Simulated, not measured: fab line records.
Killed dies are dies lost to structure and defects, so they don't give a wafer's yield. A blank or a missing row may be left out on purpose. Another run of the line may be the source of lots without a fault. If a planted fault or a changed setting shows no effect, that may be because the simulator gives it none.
fab line records | flow sky130
[record] lots = 13 | wafers = 39 | last_day = 50
route steps=708 shown LI_CONTACT@362 VIA2@530 CAPM@540 PASSIVATION@692 PAD_OPEN@708
lots untouched by any fault: they come from a run of this same line in which no faults occurred
start_h: the number of hours between the record's first day and the start of the first shown wafer of the lot | wait_h: time in hours since the lot's previous step | " same as the row above | L1.1+2: several wafers, shown together as one row | - no value, or no start was given | * or withheld: withheld | < > ~ a bound
route shown NAME@n: names a module that has steps shown in the file, with the first one's number in the route | usual: mean/standard deviation taken from wafers without a fault | same: alike in all rows | chamber/n: place in a boat | sites: per-site readings | _std_site: their standard deviation | _edge_site: mean of outer sites minus mean of inner sites | radius_mm: for every site, how far away it sits from the centre of the wafer | mask NAME#n: copy n | behind: the tool/chamber that last shaped the wafer | hold: reason for holding the lot/hours on hold/outcome of the hold | device: the n, p or np transistor that did not switch | end of line: tests of these same wafers at the route's end | where a step has no rows: the recipe by itself | killed: the dies lost at the first sort to structure and to defects; this is not the yield of the wafer | map: the dies of a wafer, with x for killed, . for not killed, _ for no die there
set.NAME: setting as actually run; set.NAME@STEP: the setting as run at that earlier step | model.NAME: the simulator's own value behind a step, which no gauge read
a sample of lots followed through the steps of the route, with each step as a table and each wafer as a row
services: the hour from which a tool's chamber was out of use, counted from the record's first day as start_h (under 0 if before that day), plus the number of hours and why
[[steps]]
[step SKY_LI_CONTACT_HDPCVD_00]
[recipe] material = PSG | target_thk_nm = 930 | sigma_open_frac = 0.3 | time_s = 155 | temp_c = 600 | sih4_flow_sccm = 60 | pressure_mtorr = 6
lot.wafer  | tool      | chamber | start_h | wait_h
L755.4+5+6 | hdpcvd-01 | 1,2,0   | 657.78  | 0.1
L756.1+2+6 | hdpcvd-01 | 0,1,1   | 670.03  | 0.0
L757.1+4+6 | hdpcvd-02 | 2,2,0   | 686.79  | 0.0
L758.3+5+6 | hdpcvd-01 | 2,0,2   | 696.73  | 0.0
L759.1+4+6 | hdpcvd-01 | 2,1,2   | 702.63  | 0.0
L761.1+2+4 | hdpcvd-01 | 1,2,0   | 725.23  | 0.0
L762.2+3+6 | hdpcvd-01 | 1,0,1   | 733.47  | 0.0
L763.1+3+5 | hdpcvd-02 | 0,1,2   | 739.98  | 0.0
L766.1+4+6 | hdpcvd-01 | 2,2,1   | 764.25  | 0.0
L774.3+4+5 | hdpcvd-02 | 0,0,2   | 816.47  | 0.0
L775.2+5+6 | hdpcvd-02 | 1,0,1   | 822.74  | 0.0
L776.2+3+4 | hdpcvd-02 | 1,0,1   | 832.12  | 0.0
L777.1+2+6 | hdpcvd-01 | 2,1,2   | 836.97  | 0.0
[step SKY_VIA2_THK_MEAS_23]
[recipe] thk_meas_gauge = xrf | reads = W_of_VIA2_CVD_21
[usual] VIA2_W_THK = 410/6.6
lot.wafer | tool          | chamber | start_h | wait_h | VIA2_W_THK[nm]
L755.4    | film_metro-04 | -       | 863.91  | 0.1    | 398
L755.5    | "             | -       | "       | "      | 405
L755.6    | "             | -       | "       | "      | 394
L756.1    | film_metro-04 | -       | 873.06  | 0.1    | 411
L756.2    | "             | -       | "       | "      | 416
L756.6    | "             | -       | "       | "      | 417
L757.1    | film_metro-04 | -       | 888.80  | 0.1    | 407
L757.4    | "             | -       | "       | "      | 407
L757.6    | "             | -       | "       | "      | 402
L758.3    | film_metro-04 | -       | 896.65  | 0.1    | 414
L758.5    | "             | -       | "       | "      | 409
L758.6    | "             | -       | "       | "      | 412
L759.1    | film_metro-01 | -       | 901.52  | 0.1    | 410
L759.4    | "             | -       | "       | "      | 415
L759.6    | "             | -       | "       | "      | 416
L761.1    | film_metro-04 | -       | 923.79  | 0.1    | 412
L761.2    | "             | -       | "       | "      | 419
L761.4    | "             | -       | "       | "      | 411
L762.2    | film_metro-04 | -       | 930.97  | 0.1    | 415
L762.3    | "             | -       | "       | "      | 412
L762.6    | "             | -       | "       | "      | 412
L763.1    | film_metro-04 | -       | 933.74  | 0.1    | 407
L763.3    | "             | -       | "       | "      | 403
L763.5    | "             | -       | "       | "      | 405
L766.1    | film_metro-01 | -       | 956.22  | 0.1    | 414
L766.4    | "             | -       | "       | "      | 410
L766.6    | "             | -       | "       | "      | 408
L774.3    | film_metro-04 | -       | 1004.48 | 0.1    | 404
L774.4    | "             | -       | "       | "      | 400
L774.5    | "             | -       | "       | "      | 404
L775.2    | film_metro-01 | -       | 1009.57 | 0.1    | 411
L775.5    | "             | -       | "       | "      | 404
L775.6    | "             | -       | "       | "      | 404
L776.2    | film_metro-04 | -       | 1017.15 | 0.1    | 410
L776.3    | "             | -       | "       | "      | 403
L776.4    | "             | -       | "       | "      | 408
L777.1    | film_metro-01 | -       | 1021.78 | 0.1    | 420
L777.2    | "             | -       | "       | "      | 421
L777.6    | "             | -       | "       | "      | 412
[step SKY_CAPM_RS_MEAS_03]
[recipe] thk_meas_gauge = four-point-probe | reads = TiN_of_CAPM_SPUTTER_02
[usual] CAPM_TIN_RS = 6.95/0.07
lot.wafer | tool          | chamber | start_h | wait_h | CAPM_TIN_RS[ohm/sq]
L755.4    | film_metro-01 | -       | 864.65  | 0.1    | 7.05
L755.5    | "             | -       | "       | "      | 7.02
L755.6    | "             | -       | "       | "      | 6.98
L756.1    | film_metro-01 | -       | 873.76  | 0.1    | 6.88
L756.2    | "             | -       | "       | "      | 6.93
L756.6    | "             | -       | "       | "      | 7.01
L757.1    | film_metro-02 | -       | 889.50  | 0.1    | 6.89
L757.4    | "             | -       | "       | "      | 6.83
L757.6    | "             | -       | "       | "      | 6.88
L758.3    | film_metro-01 | -       | 897.37  | 0.1    | 6.96
L758.5    | "             | -       | "       | "      | 7.00
L758.6    | "             | -       | "       | "      | 7.03
L759.1    | film_metro-01 | -       | 902.23  | 0.1    | 7.04
L759.4    | "             | -       | "       | "      | 7.04
L759.6    | "             | -       | "       | "      | 7.02
L761.1    | film_metro-02 | -       | 924.49  | 0.1    | 7.03
L761.2    | "             | -       | "       | "      | 6.98
L761.4    | "             | -       | "       | "      | 7.05
L762.2    | film_metro-02 | -       | 931.68  | 0.1    | 7.07
L762.3    | "             | -       | "       | "      | 7.05
L762.6    | "             | -       | "       | "      | 6.99
L763.1    | film_metro-04 | -       | 934.45  | 0.1    | 6.94
L763.3    | "             | -       | "       | "      | 6.86
L763.5    | "             | -       | "       | "      | 6.88
L766.1    | film_metro-04 | -       | 956.93  | 0.1    | 7.05
L766.4    | "             | -       | "       | "      | 6.95
L766.6    | "             | -       | "       | "      | 7.04
L774.3    | film_metro-02 | -       | 1005.21 | 0.1    | 6.98
L774.4    | "             | -       | "       | "      | 7.02
L774.5    | "             | -       | "       | "      | 6.93
L775.2    | film_metro-01 | -       | 1010.29 | 0.1    | 6.83
L775.5    | "             | -       | "       | "      | 6.81
L775.6    | "             | -       | "       | "      | 6.92
L776.2    | film_metro-04 | -       | 1018.01 | 0.1    | 6.92
L776.3    | "             | -       | "       | "      | 6.91
L776.4    | "             | -       | "       | "      | 6.88
L777.1    | film_metro-04 | -       | 1022.50 | 0.1    | 6.97
L777.2    | "             | -       | "       | "      | 6.96
L777.6    | "             | -       | "       | "      | 6.96
[step SKY_PASSIVATION_ETCH_11]
[recipe] chemistry = CF4/O2 | target_depth_nm = 725 | stop_on = AlCu | source_w = 800 | bias_w = 150 | pressure_mtorr = 150 | cf4_flow_sccm = 80 | O2_flow_sccm = 10 | time_s = 161.1
[usual] drypump_motor_current_A = 5.7/0.47 | oes_product_au = 0.979/0.0068 | throttle_valve_pct = 5.965/0.0094
lot.wafer | tool        | chamber | start_h | wait_h | drypump_motor_current_A | oes_product_au | rf_hours_counter_h | throttle_valve_pct
L755.4    | rie_diel-04 | 1       | 1064.31 | -      | 4.9                     | 0.986          | 26                 | 5.971
L755.5    | "           | 3       | "       | "      | 5.0                     | 0.978          | -                  | 5.948
L755.6    | "           | 2       | "       | "      | 5.9                     | 0.987          | -                  | 5.977
L756.1    | rie_diel-02 | 1       | 1073.86 | -      | 5.5                     | 0.979          | 7                  | 5.977
L756.2    | "           | 0       | "       | "      | 5.9                     | 0.973          | 14                 | 5.944
L756.6    | "           | 2       | "       | "      | 5.5                     | 0.983          | -                  | 5.954
L757.1    | rie_diel-02 | 1       | 1086.78 | -      | 5.5                     | 0.969          | 7                  | 5.964
L757.4    | "           | 3       | "       | "      | 5.9                     | 0.997          | 4                  | 5.966
L757.6    | "           | 1       | "       | "      | 5.5                     | 0.989          | -                  | 5.969
L758.3    | rie_diel-01 | 2       | 1093.68 | -      | 6.2                     | 0.984          | 15                 | 5.964
L758.5    | "           | 3       | "       | "      | 6.5                     | 0.982          | -                  | 5.956
L758.6    | "           | 2       | "       | "      | 6.2                     | 0.983          | -                  | 5.957
L759.1    | rie_diel-02 | 3       | 1096.21 | -      | 5.9                     | 0.980          | 4                  | 5.960
L759.4    | "           | 1       | "       | "      | 5.5                     | 0.973          | 7                  | 5.957
L759.6    | "           | 3       | "       | "      | 5.9                     | 0.981          | -                  | 5.965
L761.1    | rie_diel-02 | 3       | 1115.66 | -      | 5.9                     | 0.977          | 5                  | 5.974
L761.2    | "           | 0       | "       | "      | 5.9                     | 0.974          | 16                 | 5.979
L761.4    | "           | 3       | "       | "      | 5.8                     | 0.983          | -                  | 5.962
L762.2    | rie_diel-02 | 1       | 1119.86 | -      | 5.5                     | 0.982          | 8                  | 5.964
L762.3    | "           | 3       | "       | "      | 5.8                     | 0.979          | 5                  | 5.958
L762.6    | "           | 1       | "       | "      | 5.5                     | 0.973          | -                  | 5.954
L763.1    | rie_diel-02 | 0       | 1124.51 | -      | 5.9                     | 0.973          | 16                 | 5.970
L763.3    | "           | 3       | "       | "      | 5.9                     | 0.974          | 5                  | 5.974
L763.5    | "           | 2       | "       | "      | 5.5                     | 0.987          | -                  | 5.966
L766.1    | rie_diel-02 | 2       | 1141.06 | -      | 5.5                     | 0.976          | 23                 | 5.964
L766.4    | "           | 1       | "       | "      | 5.5                     | 0.984          | 9                  | 5.987
L766.6    | "           | 3       | "       | "      | 5.9                     | 0.987          | -                  | 5.962
L774.3    | rie_diel-01 | 0       | 1176.21 | -      | 6.5                     | 0.965          | 12                 | 5.963
L774.4    | "           | 2       | "       | "      | 6.2                     | 0.989          | 18                 | 5.969
L774.5    | "           | 3       | "       | "      | 6.5                     | 0.974          | -                  | 5.955
L775.2    | rie_diel-02 | 2       | 1180.59 | -      | 5.5                     | 0.980          | 25                 | 5.960
L775.5    | "           | 3       | "       | "      | 5.8                     | 0.982          | -                  | 5.954
L775.6    | "           | 2       | "       | "      | 5.5                     | 0.972          | -                  | 5.974
L776.2    | rie_diel-01 | 3       | 1186.11 | -      | 6.5                     | 0.976          | 25                 | 5.978
L776.3    | "           | 0       | "       | "      | 6.5                     | 0.973          | 12                 | 5.962
L776.4    | "           | 0       | "       | "      | 6.5                     | 0.975          | -                  | 5.957
L777.1    | rie_diel-04 | 1       | 1188.21 | -      | 4.9                     | 0.967          | 29                 | 5.985
L777.2    | "           | 2       | "       | "      | 5.9                     | 0.982          | 30                 | 5.960
L777.6    | "           | 2       | "       | "      | 5.9                     | 0.976          | -                  | 5.957
[step SKY_PAD_OPEN_PROBE_99]
[usual] killed_at_M0_to_M3 = 43/7.1 | killed_at_M4_up = 3.2/1.9 | killed_at_contacts = 23/5.1 | killed_at_front_end = 15/4.5 | killed_at_other = 0.4/0.65 | killed_dies = 85/9.4 | killed_open = 47/6.8 | killed_short = 38/6.1
[same] gross_dies = 492 | killed_at_back_side = 0
lot.wafer | tool      | chamber | start_h | wait_h | killed_at_M0_to_M3 | killed_at_M4_up | killed_at_contacts | killed_at_front_end | killed_at_other | killed_dies | killed_open | killed_short
L758.3    | prober-02 | -       | 1115.88 | 0.2    | 44                 | 1               | 30                 | 19                  | 1               | 95          | 47          | 48
L758.5    | prober-02 | -       | 1115.98 | 0.2    | 39                 | 1               | 25                 | 12                  | 0               | 77          | 42          | 35
L758.6    | prober-02 | -       | 1116.03 | 0.2    | 43                 | 5               | 19                 | 13                  | 2               | 82          | 41          | 41
L766.1    | prober-02 | -       | 1162.57 | 0.1    | 40                 | 3               | 23                 | 14                  | 2               | 82          | 41          | 41
L766.4    | prober-02 | -       | 1162.72 | 0.2    | 39                 | 0               | 22                 | 17                  | 1               | 79          | 35          | 44
L766.6    | prober-02 | -       | 1162.82 | 0.2    | 38                 | 2               | 75                 | 22                  | 1               | 138         | 45          | 46
// killed by level:class
L758.3 CONTACT:geometric_particle:open=8 VIA1:geometric_particle:open=8 LI_CONTACT:geometric_particle:open=7 VIA2:geometric_particle:open=7 CONTACT:geometric_particle:short=6 LOCAL_INTERCONNECT:geometric_particle:short=6 METAL2:geometric_particle:short=6 VIA3:geometric_particle:short=5
L758.5 VIA2:geometric_particle:open=9 LI_CONTACT:geometric_particle:open=8 VIA1:geometric_particle:open=7 CONTACT:geometric_particle:short=6 CONTACT:geometric_particle:open=5 METAL1:geometric_particle:short=4 FIELD_ISO:geometric_particle:open=4 LOCAL_INTERCONNECT:geometric_particle:short=4
L758.6 VIA1:geometric_particle:open=9 LI_CONTACT:geometric_particle:open=6 LOCAL_INTERCONNECT:geometric_particle:short=5 METAL2:geometric_particle:short=5 FIELD_ISO:geometric_particle:short=4 CONTACT:geometric_particle:short=4 METAL1:geometric_particle:short=4 METAL2:geometric_particle:open=4
L766.1 LI_CONTACT:geometric_particle:open=9 METAL2:geometric_particle:short=9 FIELD_ISO:geometric_particle:open=5 LOCAL_INTERCONNECT:geometric_particle:short=5 CONTACT:geometric_particle:open=5 VIA2:geometric_particle:open=5 METAL3:geometric_particle:short=5 METAL1:geometric_particle:short=4
L766.4 METAL2:geometric_particle:short=7 LI_CONTACT:geometric_particle:open=6 POLY_GATE:geometric_particle:short=5 CONTACT:geometric_particle:open=5 VIA2:geometric_particle:short=5 VIA2:geometric_particle:open=5 METAL3:geometric_particle:short=5 POLY_GATE:geometric_particle:open=4
L766.6 LI_CONTACT:unspecified=47 LOCAL_INTERCONNECT:geometric_particle:short=9 VIA1:geometric_particle:open=9 FIELD_ISO:geometric_particle:short=6 LI_CONTACT:geometric_particle:open=6 CONTACT:geometric_particle:open=6 POLY_GATE:geometric_particle:short=5 CONTACT:geometric_particle:short=5
[[services]]
tool        | chamber | start_h | hours | kind
hdpcvd-02   | -       | 650.75  | 15.0  | pm
rie_diel-02 | 2       | 653.41  | 3.6   | repair
rie_diel-02 | 3       | 703.12  | 2.2   | repair
rie_diel-02 | 0       | 722.69  | 4.5   | repair
hdpcvd-01   | 2       | 728.81  | 6.1   | repair
hdpcvd-01   | 0       | 735.07  | 12.2  | repair
hdpcvd-01   | -       | 749.67  | 0.8   | repair
rie_diel-02 | 3       | 767.00  | 10.1  | repair
hdpcvd-02   | 1       | 791.20  | 7.9   | repair
hdpcvd-01   | -       | 801.57  | 4.3   | pm
hdpcvd-01   | -       | 818.75  | 1.8   | repair
hdpcvd-02   | 2       | 829.79  | 8.2   | repair
rie_diel-02 | 1       | 833.46  | 2.8   | repair
rie_diel-02 | 2       | 840.17  | 6.1   | repair
hdpcvd-01   | -       | 849.54  | 1.1   | repair
rie_diel-02 | -       | 849.94  | 14.6  | pm
rie_diel-02 | 2       | 871.80  | 2.5   | repair
hdpcvd-01   | 2       | 906.61  | 10.9  | repair
rie_diel-02 | 3       | 935.49  | 6.2   | repair
hdpcvd-01   | -       | 946.21  | 7.9   | repair
hdpcvd-01   | -       | 954.12  | 15.0  | pm
hdpcvd-01   | -       | 997.23  | 2.8   | pm
hdpcvd-01   | 1       | 1054.66 | 3.4   | repair
rie_diel-02 | 1       | 1106.40 | 12.8  | repair
[[key]]
[first_sign] step = SKY_PAD_OPEN_PROBE_99 | reading = killed_at_contacts | direction = up | sigmas = 10 | usual = 23 | struck = 75
[effect] step = SKY_PAD_OPEN_PROBE_99 | reading = killed_dies | direction = up | sigmas = 5.6 | usual = 85 | struck = 138
met_at SKY_LI_CONTACT_HDPCVD_00
struck_lots L766
struck_wafers L766.6
tester_left_out L766
not_acting_at SKY_VIA2_THK_MEAS_23,SKY_CAPM_RS_MEAS_03,SKY_PASSIVATION_ETCH_11
onset_between 733.47 764.25
[fault] kind = chamber_particle_source | tool = hdpcvd-01 | chamber = 1 | onset_h = 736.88 | steps = SKY_LI_CONTACT_HDPCVD_00 | rate_per_visit_cm2 = 0.65083 | end_h = 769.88
// tester_left_out: of these lots the tester's yield and bins aren't shown, on N5 and GAA mostly nor the transistor test; their killed dies are dies lost to structure and defects alone, not to doping, threshold or leakage, so they don't give the yield
